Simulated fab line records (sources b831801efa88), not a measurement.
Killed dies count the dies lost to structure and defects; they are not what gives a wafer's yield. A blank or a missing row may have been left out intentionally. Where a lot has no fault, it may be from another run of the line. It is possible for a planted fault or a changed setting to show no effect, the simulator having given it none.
Check for tools in common	flow sky130	Sampled: 11 lots, 33 wafers

## REASON IT WAS OPENED
2 of 11 lots carry a flag on the reading RES_XHIGH_TW at SKY_RES_XHIGH_TW_MEAS_09. No-fault wafers: 1657, standard deviation 14.
Rule: a lot is flagged when every wafer of it that has a number lies more than 4 standard deviations from that mean, or none has a number. As for the other lots, they are considered sound.

lot	measured	on	RES_XHIGH_TW, wafer by wafer	flag
L241	day 26 23:17	filmMetro-02	1643 1644 1644	
L243	day 28 17:15	filmMetro-04	1686 1681 1686	
L245	day 28 18:14	filmMetro-01	1656 1646 1652	
L244	day 28 18:52	filmMetro-04	1682 1691 1680	
L247	day 29 04:10	filmMetro-01	1648 1651 1655	
L249	day 30 12:22	filmMetro-02	1643 1654 1642	
L251	day 30 18:58	filmMetro-01	2017 2018 2024	FLAGGED
L252	day 30 23:29	filmMetro-04	2044 2041 2049	FLAGGED
L259	day 33 05:35	filmMetro-01	1662 1647 1660	
L260	day 33 13:10	filmMetro-02	1648 1652 1644	
L261	day 33 15:41	filmMetro-01	1656 1656 1664	
The mean of the flagged lots' numbers is 2032, +375 from the usual (+27 standard deviations).

## TOOL THAT RAN EACH LOT
Before the reading, the record contains 2 process steps out of a 708-step route. Each cell gives the tool, then ch followed by the chambers the sampled wafers passed through, then the start.
lot	flag	SKY_RES_XHIGH_IMPLANT_07	SKY_RES_XHIGH_STRIP_08
L241		implanter-04 ch 0, day 26 23:04	plasmaAsher-04 ch 0,1, day 26 23:11
L243		implanter-03 ch 0, day 28 17:02	plasmaAsher-03 ch 0,1, day 28 17:09
L245		implanter-02 ch 0, day 28 17:59	plasmaAsher-03 ch 0,1, day 28 18:07
L244		implanter-04 ch 0, day 28 18:37	plasmaAsher-04 ch 0,1, day 28 18:46
L247		implanter-04 ch 0, day 29 03:55	plasmaAsher-04 ch 0,1, day 29 04:04
L249		implanter-03 ch 0, day 30 12:07	plasmaAsher-01 ch 0,1, day 30 12:16
L251	FLAGGED	implanter-02 ch 0, day 30 18:25	plasmaAsher-03 ch 0,1, day 30 18:51
L252	FLAGGED	implanter-03 ch 0, day 30 22:55	plasmaAsher-01 ch 0,1, day 30 23:23
L259		implanter-03 ch 0, day 33 05:22	plasmaAsher-03 ch 0,1, day 33 05:29
L260		implanter-03 ch 0, day 33 12:55	plasmaAsher-01 ch 0,1, day 33 13:04
L261		implanter-04 ch 0, day 33 15:26	plasmaAsher-04 ch 0,1, day 33 15:35
These steps, and what they do:
- SKY_RES_XHIGH_IMPLANT_07
- SKY_RES_XHIGH_STRIP_08: strips in O2/N2.
- SKY_RES_XHIGH_TW_MEAS_09

## FLAGGED OVER TOTAL, TOOL BY TOOL (the gauges that took the reading come last)
step	tool	lots run	flagged	share of the flagged lots	sound lots run after its first flagged lot
SKY_RES_XHIGH_IMPLANT_07	implanter-02	2	1	some	0
SKY_RES_XHIGH_IMPLANT_07	implanter-03	5	1	some	2 (L259,L260)
SKY_RES_XHIGH_IMPLANT_07	implanter-04	4	0	none	-
SKY_RES_XHIGH_STRIP_08	plasmaAsher-01	3	1	some	1 (L260)
SKY_RES_XHIGH_STRIP_08	plasmaAsher-03	4	1	some	1 (L259)
SKY_RES_XHIGH_STRIP_08	plasmaAsher-04	4	0	none	-
SKY_RES_XHIGH_TW_MEAS_09	filmMetro-01	5	1	some	2 (L259,L261)
SKY_RES_XHIGH_TW_MEAS_09	filmMetro-02	3	0	none	-
SKY_RES_XHIGH_TW_MEAS_09	filmMetro-04	3	1	some	0

## WHAT THE TABLE PERMITS
No row of the table ran every flagged lot.

## WHAT HAD BEEN PUT IN BY THE SIMULATOR
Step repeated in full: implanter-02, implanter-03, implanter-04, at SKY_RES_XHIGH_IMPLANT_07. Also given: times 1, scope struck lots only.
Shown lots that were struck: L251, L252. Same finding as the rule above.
